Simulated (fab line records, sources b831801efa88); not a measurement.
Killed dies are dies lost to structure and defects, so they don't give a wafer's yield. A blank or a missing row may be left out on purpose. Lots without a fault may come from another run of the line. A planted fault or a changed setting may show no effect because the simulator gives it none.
A struck lot beside a sound one | flow sky130 | 32 steps out of a route of 708
Sound: wafers L644.1, L644.3, L644.6. Struck: wafer L646.1. (L646.3, L646.4 of the same lot were not struck and are left out.) The cause comes at the end.
At each step with rows: each side's tool, then ch and its chambers, then its first start. Under that, the readings that differ: sound wafers | struck wafers | difference of the means | sigmas: that difference in standard deviations of wafers without a fault.
alike: readings whose means differ by less than 2 such deviations, and words and numbers that are the same on both sides. not compared: withheld readings, readings that some wafer has no value for, bounds like >300 that may hide the same value, and numbers for which the record gives no deviation and whose values overlap.
The two part at a step that has a row with sigmas, a row that says differs or no value, or rows on one side only. Numbers that don't overlap but have no deviation are shown without sigmas and don't part them. A reading that every wafer of one side lacks parts them only if that side has two wafers or more.

SKY_VIA1_ETCH_15: etches SiO2 in C4F8/O2/Ar, stops on TiN, target depth 351 nm, time 54 s.
  sound on rie_diel-04 ch 1,2, day 35 14:07; struck on rie_diel-02 ch 1, day 36 01:57
  alike: chamber_pressure_mTorr, oes_product_au
  not compared: rf_hours_counter_h
then, 5 steps without rows for these wafers: SKY_VIA1_STRIP_16 (strips in O2/N2); SKY_VIA1_STRIP_17 (strips in post etch residue remover, time 1200 s); SKY_VIA1_CLEAN_18 (cleans in IPA, time 180 s); SKY_VIA1_CLEAN_19 (cleans in O3/DIW); SKY_VIA1_SPUTTER_20 (material TiN, target thk 20 nm, time 80 s).
SKY_VIA1_CVD_21: deposits W, target thk 270 nm, time 80.902 s.
  sound on cvd_w-01 ch 0,1, day 35 14:52; struck on cvd_w-02 ch 1, day 36 02:39
  alike: heater_power_w
SKY_VIA1_RS_MEAS_22: measures by four-point-probe.
  sound on film_metro-03, day 35 14:57; struck on film_metro-04, day 36 02:45
  alike: VIA1_W_RS
SKY_VIA1_THK_MEAS_23: measures by xrf.
  sound on film_metro-03, day 35 15:04; struck on film_metro-04, day 36 02:52
  alike: VIA1_W_THK
SKY_VIA1_CMP_24: polishes, stops on SiO2, t overpolish 15 s, target thk 0 nm.
  sound on cmp-01 ch 0,2, day 35 15:08; struck on cmp-02 ch 3, day 36 02:56
  alike: motor_current_A, overpolish_run_s, slurry_flow_ml_min, time_to_endpoint_s
SKY_METAL2_SPUTTER_00: material Ti, target thk 15 nm, time 10 s.
  sound on pvd_sputter-03, day 35 15:26; struck on pvd_sputter-04, day 36 03:14
  alike: throttle_valve_pct
then, 1 step without rows for these wafers: SKY_METAL2_SPUTTER_01 (material TiN, target thk 20 nm, time 16.7 s).
SKY_METAL2_SPUTTER_02: material AlCu, target thk 250 nm, time 13.3 s.
  sound on pvd_sputter-03, day 35 15:29; struck on pvd_sputter-04, day 36 03:16
  reading                                     | sound             | struck | difference | sigmas
  model.AlCu_of_METAL2_SPUTTER_02.thk_nm (nm) | 258.6 254.5 259.3 | 126.8  | -130.7     |
  alike: throttle_valve_pct
then, 2 steps without rows for these wafers: SKY_METAL2_SPUTTER_03 (material Ti, target thk 5 nm, time 3.3 s); SKY_METAL2_SPUTTER_04 (material TiN, target thk 70 nm, time 58.3 s).
SKY_METAL2_RS_MEAS_05: measures by four-point-probe.
  sound on film_metro-04, day 35 15:35; struck on film_metro-02, day 36 03:22
  reading                 | sound                | struck | difference | sigmas
  METAL2_ALCU_RS (ohm/sq) | 0.1223 0.1246 0.1220 | 0.2580 | +0.1350    | +79
SKY_METAL2_THK_MEAS_06: measures by xrf.
  sound on film_metro-04, day 35 15:42; struck on film_metro-02, day 36 03:29
  reading              | sound       | struck | difference | sigmas
  METAL2_ALCU_THK (nm) | 259 255 260 | 125    | -133       | -38
then, 8 steps without rows for these wafers: SKY_METAL2_DEHYDRATE_07 (time 60 s); SKY_METAL2_HMDS_08 (prime time 60 s); SKY_METAL2_COAT_09 (resist thk 60 nm); SKY_METAL2_COAT_10 (resist thk 450 nm); SKY_METAL2_SOFTBAKE_11 (time 90 s); SKY_METAL2_EXPOSE_12 (exposes mask MM2, target cd 140 nm); SKY_METAL2_PEB_13; SKY_METAL2_DEVELOP_14 (develop time 60 s).
SKY_METAL2_CD_MEAS_15: target cd 140 nm.
  sound on cd_sem-02, day 36 17:19; struck on cd_sem-01, day 37 05:24
  reading    | sound             | struck | difference | sigmas
  cd_nm (nm) | 144.8 143.3 145.5 | 138.0  | -6.5       | -4
SKY_METAL2_OVL_MEAS_16:
  sound on overlay-02, day 36 17:26; struck on overlay-02, day 37 05:31
  alike: METAL2_OVL
then, 1 step without rows for these wafers: SKY_METAL2_DESCUM_17 (chemistry O2, time 8 s).
SKY_METAL2_ETCH_18: etches BARC in N2/H2, stops on SiO2, time 45.9 s, target depth 60 nm.
  sound on rie_metal-02 ch 0,1, day 36 17:30; struck on rie_metal-02 ch 0, day 37 05:37
  alike: chamber_pressure_mTorr, drypump_motor_current_A, oes_product_au, throttle_valve_pct
  not compared: rf_hours_counter_h
SKY_METAL2_METAL_ETCH_19: etches the open film in Cl2/BCl3, stops on SiO2, target depth 360 nm, time 78 s.
  sound on rie_metal-02 ch 0,1, day 36 17:34; struck on rie_metal-02 ch 0, day 37 05:44
  reading               | sound             | struck | difference | sigmas
  oes_product_au (a.u.) | 0.866 0.857 0.849 | 0.716  | -0.141     | -23
  alike: chamber_pressure_mTorr, drypump_motor_current_A, throttle_valve_pct
  not compared: rf_hours_counter_h
then, 1 step without rows for these wafers: SKY_METAL2_STRIP_20 (strips in O2/N2).
-- the record jumps here: 10 days lie between the struck wafers' starts before and after (it left off in module METAL2 and takes up again in module PAD_OPEN, whose first step shown is number 708 of the route) --
SKY_PAD_OPEN_PROBE_99:
  sound on prober-01, day 47 02:31; struck on prober-01, day 47 10:46
  reading                      | sound                | struck | difference | sigmas
  model.etest.met2.line_ohm_um | 0.8711 0.8596 0.8726 | 1.969  | +1.101     |
  model.etest.met2.rs_ohm_sq   | 0.1234 0.1267 0.1237 | 0.2611 | +0.1365    |
  alike: defect_limited_yield, killed_at_M0_to_M3, killed_at_M4_up, killed_at_contacts, killed_at_front_end, killed_at_other, killed_dies, killed_open, killed_short, sort_bin_3_pad_short, sort_bin_5_function, sort_bin_6_memory, sort_n_pass, sort_yield_pct

WHERE THEY PART
First at SKY_METAL2_RS_MEAS_05; last, within this record, at SKY_METAL2_METAL_ETCH_19. Later steps at which nothing parts them and some readings are alike: SKY_PAD_OPEN_PROBE_99.

WHY: what the simulator had put in
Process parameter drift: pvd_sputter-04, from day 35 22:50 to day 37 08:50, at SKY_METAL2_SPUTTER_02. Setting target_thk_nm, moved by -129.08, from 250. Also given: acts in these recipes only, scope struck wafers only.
